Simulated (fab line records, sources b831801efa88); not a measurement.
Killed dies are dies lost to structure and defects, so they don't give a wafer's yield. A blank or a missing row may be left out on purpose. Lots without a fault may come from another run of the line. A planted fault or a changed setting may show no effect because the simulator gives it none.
Which tool did it? | flow gf180mcu | 14 lots, 42 wafers sampled, at 4 steps of a route of 602

WHAT THE GAUGES READ, wafer by wafer
GF_M3_OVL_MEAS_15.
lot  | measured     | on         | M3_OVL (nm)
L443 | day 21 23:32 | overlay-02 | -7 -15 -4
L447 | day 23 01:26 | overlay-01 | -1 3 -3
L450 | day 24 11:07 | overlay-02 | -5 3 -2
L455 | day 26 04:46 | overlay-02 | -5 -8 -2
L456 | day 26 13:08 | overlay-01 | -11 -10 -12
L457 | day 26 15:10 | overlay-02 | -11 0 4
L458 | day 27 00:41 | overlay-02 | -5 -9 1
L460 | day 27 13:01 | overlay-02 | -14 -10 -10
L461 | day 27 17:25 | overlay-02 | -1 1 2
L462 | day 27 23:08 | overlay-02 | -6 -7 -12
L463 | day 28 06:46 | overlay-02 | -6 -3 2
L464 | day 28 15:52 | overlay-02 | -5 -12 -11

WHICH TOOL RAN EACH LOT (tool, then ch and the chambers of the sampled wafers, then the start)
lot  | GF_V2_SPUTTER_21             | GF_M3_SPUTTER_01             | GF_M3_SPUTTER_04
L443 | pvd_sputter-02, day 20 22:25 | pvd_sputter-04, day 20 23:13 | pvd_sputter-04, day 20 23:18
L444 | pvd_sputter-01, day 21 10:29 | -                            | -
L445 | pvd_sputter-01, day 21 13:26 | -                            | -
L447 | pvd_sputter-02, day 22 01:47 | pvd_sputter-01, day 22 02:34 | pvd_sputter-01, day 22 02:39
L450 | pvd_sputter-03, day 23 11:55 | pvd_sputter-01, day 23 12:42 | pvd_sputter-01, day 23 12:47
L455 | pvd_sputter-03, day 25 07:11 | pvd_sputter-01, day 25 07:59 | pvd_sputter-01, day 25 08:04
L456 | pvd_sputter-03, day 25 15:10 | pvd_sputter-01, day 25 15:58 | pvd_sputter-01, day 25 16:02
L457 | pvd_sputter-03, day 25 17:26 | pvd_sputter-01, day 25 18:14 | pvd_sputter-01, day 25 18:19
L458 | pvd_sputter-01, day 26 03:17 | pvd_sputter-02, day 26 04:04 | pvd_sputter-02, day 26 04:09
L460 | pvd_sputter-03, day 26 15:58 | pvd_sputter-01, day 26 16:46 | pvd_sputter-01, day 26 16:50
L461 | pvd_sputter-01, day 26 20:11 | pvd_sputter-01, day 26 20:59 | pvd_sputter-01, day 26 21:04
L462 | pvd_sputter-01, day 27 02:16 | pvd_sputter-02, day 27 03:03 | pvd_sputter-02, day 27 03:08
L463 | pvd_sputter-01, day 27 09:20 | pvd_sputter-02, day 27 10:11 | pvd_sputter-02, day 27 10:16
L464 | pvd_sputter-03, day 27 18:43 | pvd_sputter-01, day 27 19:30 | pvd_sputter-01, day 27 19:35
- GF_V2_SPUTTER_21: material Ti, target thk 15 nm, time 80.02 s.
- GF_M3_SPUTTER_01: material TiN, target thk 30 nm, time 25 s.
- GF_M3_SPUTTER_04: material TiN, target thk 50 nm, time 41.7 s.

WHAT THE TOOLS THEMSELVES READ (means of the sampled wafers that have a number; where no wafer has one, the mark that the record gives instead)
GF_V2_SPUTTER_21.
lot  | tool           | cathode_dc_power_W (W) | chamber_pressure_pa (Pa) | throttle_valve_pct (%)
L443 | pvd_sputter-02 | 2500.2                 | 5.016                    | 30.8
L444 | pvd_sputter-01 | -                      | -                        | -
L445 | pvd_sputter-01 | -                      | -                        | -
L447 | pvd_sputter-02 | 2499.9                 | 4.996                    | 30.7
L450 | pvd_sputter-03 | 2500.2                 | 4.989                    | 30.2
L455 | pvd_sputter-03 | 2500.3                 | 5.006                    | 30.1
L456 | pvd_sputter-03 | 2500.0                 | 4.997                    | 30.1
L457 | pvd_sputter-03 | 2500.1                 | 5.004                    | 30.6
L458 | pvd_sputter-01 | 2499.7                 | 4.997                    | 30.2
L460 | pvd_sputter-03 | 2499.8                 | 4.999                    | 30.3
L461 | pvd_sputter-01 | 2499.8                 | 5.005                    | 29.2
L462 | pvd_sputter-01 | 2499.7                 | 4.998                    | 29.2
L463 | pvd_sputter-01 | 2500.0                 | 5.005                    | 29.3
L464 | pvd_sputter-03 | 2500.3                 | 5.006                    | 30.1

GF_M3_SPUTTER_01.
lot  | tool           | cathode_dc_power_W (W) | chamber_pressure_pa (Pa) | throttle_valve_pct (%)
L443 | pvd_sputter-04 | 6499.7                 | 0.4005                   | 29.5
L447 | pvd_sputter-01 | 6499.3                 | 0.3996                   | 29.9
L450 | pvd_sputter-01 | 6499.2                 | 0.3995                   | 29.8
L455 | pvd_sputter-01 | 6500.3                 | 0.4005                   | 30.7
L456 | pvd_sputter-01 | 6500.4                 | 0.4007                   | 30.7
L457 | pvd_sputter-01 | 6499.5                 | 0.4000                   | 30.7
L458 | pvd_sputter-02 | 6499.0                 | 0.4006                   | 30.5
L460 | pvd_sputter-01 | 6500.2                 | 0.4000                   | 29.1
L461 | pvd_sputter-01 | 6500.4                 | 0.4003                   | 30.1
L462 | pvd_sputter-02 | 6499.8                 | 0.3995                   | 30.2
L463 | pvd_sputter-02 | 6499.4                 | 0.3999                   | 30.7
L464 | pvd_sputter-01 | 6499.6                 | 0.3997                   | 30.1

GF_M3_SPUTTER_04.
lot  | tool           | cathode_dc_power_W (W) | chamber_pressure_pa (Pa) | throttle_valve_pct (%)
L443 | pvd_sputter-04 | 6499.2                 | 0.4006                   | 29.5
L447 | pvd_sputter-01 | 6500.3                 | 0.4003                   | 29.9
L450 | pvd_sputter-01 | 6499.4                 | 0.4001                   | 30.0
L455 | pvd_sputter-01 | 6499.3                 | 0.4001                   | 30.9
L456 | pvd_sputter-01 | 6498.8                 | 0.4003                   | 30.8
L457 | pvd_sputter-01 | 6500.0                 | 0.3998                   | 30.8
L458 | pvd_sputter-02 | 6499.5                 | 0.3999                   | 30.7
L460 | pvd_sputter-01 | 6500.5                 | 0.4000                   | 29.1
L461 | pvd_sputter-01 | 6499.1                 | 0.3998                   | 29.9
L462 | pvd_sputter-02 | 6498.8                 | 0.3996                   | 30.4
L463 | pvd_sputter-02 | 6499.6                 | 0.3998                   | 30.6
L464 | pvd_sputter-01 | 6498.7                 | 0.3986                   | 30.4

THE ANSWER, worked out from the rows above alone
Rule: what is usual is taken from the lots themselves. Put in order of their means at a reading, lots are off if they are a third of the lots or fewer, leave a main group of 4 or more, and stand apart from it by a gap of 3 or more times the standard deviation of the main group's means; of several such gaps the widest counts. A main group whose means are all the same, to the digits that the tables above print for the reading, isn't used. A lot without any number at a reading at which 4 lots or more have one is off too. The other lots that the step has rows for count as sound. The gauges are gone through in route order, then the tools' own readings, and for those a lot's mean is taken as printed above. The first step at which some lot is off is used, and at that step the reading that is off furthest; a lot without a number counts as furthest.
Off: L444, L445, at GF_V2_SPUTTER_21 (cathode_dc_power_W). Without a number there: L444, L445. The main group: mean 2500.0 W, standard deviation 0.21.
A tool fits if, at that step or a process step before it, it ran every lot that is off, and no sound lot after the first of them. None of those tried fits.

WHAT THE SIMULATOR HAD PUT IN
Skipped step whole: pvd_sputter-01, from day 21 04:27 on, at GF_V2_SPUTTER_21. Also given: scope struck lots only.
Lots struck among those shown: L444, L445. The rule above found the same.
